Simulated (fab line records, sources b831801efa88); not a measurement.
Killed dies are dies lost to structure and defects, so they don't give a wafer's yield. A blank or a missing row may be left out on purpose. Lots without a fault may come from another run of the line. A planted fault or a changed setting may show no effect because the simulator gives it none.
Which tool did it? | flow gf180mcu | 14 lots, 42 wafers sampled, at 3 steps of a route of 602

WHAT THE GAUGES READ, wafer by wafer
GF_STI_THK_MEAS_04. Usual: STI_CVD_03_THK 207.5 nm, standard deviation 2.1.
lot  | measured    | on            | STI_CVD_03_THK (nm) | flag
L469 | day 1 20:30 | film_metro-02 | 203.6 203.8 203.1   |
L474 | day 2 20:06 | film_metro-02 | 207.0 207.6 205.1   |
L475 | day 3 00:34 | film_metro-01 | 208.3 209.2 207.9   |
L476 | day 3 07:04 | film_metro-04 | 208.9 210.4 210.1   |
L478 | day 3 15:34 | film_metro-04 | 208.4 209.4 207.7   |
L479 | day 3 21:37 | film_metro-02 | 208.7 210.2 209.5   |
L480 | day 4 01:34 | film_metro-04 | 208.8 207.7 210.0   |
L481 | day 4 06:44 | film_metro-01 | 209.3 208.6 209.2   |
L483 | day 4 16:50 | film_metro-04 | 208.1 207.9 210.1   |
L484 | day 5 00:13 | film_metro-01 | 202.8 203.4 204.3   |
L485 | day 5 05:45 | film_metro-04 | 205.7 204.2 204.8   |
L487 | day 5 13:45 | film_metro-04 | 210.4 209.9 210.6   |
L488 | day 5 19:35 | film_metro-04 | 207.4 208.4 209.6   |
L489 | day 5 22:52 | film_metro-01 | 208.5 208.0 207.6   |

GF_M2_CD_MEAS_14: target cd 280 nm. Usual: cd_nm 280.0 nm, standard deviation 1.3.
lot  | measured     | on        | cd_nm (nm)        | flag
L469 | day 19 20:08 | cd_sem-01 | 278.3 279.0 279.1 |
L474 | day 21 05:40 | cd_sem-02 | 281.4 280.0 280.2 |
L475 | day 22 00:50 | cd_sem-02 | 279.4 280.0 277.9 |
L476 | day 22 10:49 | cd_sem-02 | 278.9 279.8 279.2 |
L478 | day 23 00:39 | cd_sem-01 | 281.6 282.4 281.9 |
L479 | day 23 08:14 | cd_sem-01 | 283.1 282.1 281.8 |
L480 | day 23 19:58 | cd_sem-02 | 278.3 278.3 277.3 |
L481 | day 24 07:40 | cd_sem-02 | 279.9 281.5 279.3 |
L483 | day 24 18:32 | cd_sem-01 | 279.8 280.8 280.1 |
L484 | day 25 04:06 | cd_sem-02 | 279.0 278.8 279.0 |
L485 | day 25 10:41 | cd_sem-01 | 279.0 280.5 279.1 |
L487 | day 25 21:10 | cd_sem-01 | 279.8 280.2 279.4 |
L488 | day 26 03:44 | cd_sem-02 | 281.4 279.9 279.8 |
L489 | day 26 09:59 | cd_sem-02 | 279.7 279.8 280.6 |

WHICH TOOL RAN EACH LOT (tool, then ch and the chambers of the sampled wafers, then the start)
lot  | GF_HV_LDD_IMPLANT_33
L469 | implanter-01 ch 0, day 12 02:24
L474 | implanter-01 ch 0, day 13 07:09
L475 | implanter-03 ch 0, day 13 20:44
L476 | implanter-01 ch 0, day 14 07:01
L478 | implanter-03 ch 0, day 14 19:56
L479 | implanter-02 ch 0, day 15 04:52
L480 | implanter-02 ch 0, day 15 16:35
L481 | implanter-01 ch 0, day 16 04:35
L483 | implanter-01 ch 0, day 16 12:06
L484 | implanter-03 ch 0, day 17 00:14
L485 | implanter-02 ch 0, day 17 04:21
L487 | implanter-01 ch 0, day 17 17:51
L488 | implanter-03 ch 0, day 18 01:36
L489 | implanter-02 ch 0, day 18 08:43
- GF_HV_LDD_IMPLANT_33

WHAT THE TOOLS THEMSELVES READ (means of the sampled wafers that have a number; where no wafer has one, the mark that the record gives instead)
GF_HV_LDD_IMPLANT_33. Usual: dose_ions_cm2 7.5e+12, standard deviation 7.7e+09; faraday_current_uA 42.2, standard deviation 0.79.
lot  | tool         | dose_ions_cm2 | faraday_current_uA | flag
L469 | implanter-01 | 7.5e+12       | 42.8               |
L474 | implanter-01 | 7.5e+12       | 41.7               |
L475 | implanter-03 | 7.5e+12       | 42.4               |
L476 | implanter-01 | 7.5e+12       | 40.7               |
L478 | implanter-03 | 7.5e+12       | 42.1               |
L479 | implanter-02 | 7.5e+12       | 42.5               |
L480 | implanter-02 | 7.5e+12       | 42.9               |
L481 | implanter-01 | 7.5e+12       | 42.1               |
L483 | implanter-01 | 7.5e+12       | 42.3               |
L484 | implanter-03 | 7.5e+12       | 42.2               |
L485 | implanter-02 | 8.4e+12       | 47.9               | OFF
L487 | implanter-01 | 7.5e+12       | 41.6               |
L488 | implanter-03 | 7.5e+12       | 42.5               |
L489 | implanter-02 | 8.5e+12       | 47.1               | OFF

THE ANSWER, worked out from the rows above alone
Rule: a lot is off if the mean of its wafers that have a number lies more than 3 standard deviations from the usual mean. A lot without any number at a reading at which 4 lots or more have one is off too. The other lots that the step has rows for count as sound. The gauges are gone through in route order, then the tools' own readings, and for those a lot's mean is taken as printed above. The first step at which some lot is off is used, and at that step the reading that is off furthest; a lot without a number counts as furthest.
Off: L485, L489, at GF_HV_LDD_IMPLANT_33 (dose_ions_cm2).
A tool fits if, at that step or a process step before it, it ran every lot that is off, and no sound lot after the first of them. One fits: implanter-02 at GF_HV_LDD_IMPLANT_33. Its last sound lot is L480 (day 15 16:35), its first lot that is off L485 (day 17 04:21): a fault that began between those two fits.
The tool's own readings at GF_HV_LDD_IMPLANT_33 bear it out: on the lots that are off they differ by more than 5 times the standard deviation of the sound lots' means. dose_ions_cm2 reads 8.4e+12 there against 7.5e+12 on the sound lots; faraday_current_uA reads 47.5 there against 42.1 on the sound lots.

WHAT THE SIMULATOR HAD PUT IN
Process parameter drift: implanter-02, from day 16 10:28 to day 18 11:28, at GF_HV_LDD_IMPLANT_33. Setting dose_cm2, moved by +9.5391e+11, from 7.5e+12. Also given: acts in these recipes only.
Lots struck among those shown: L485, L489. The rule above found the same.
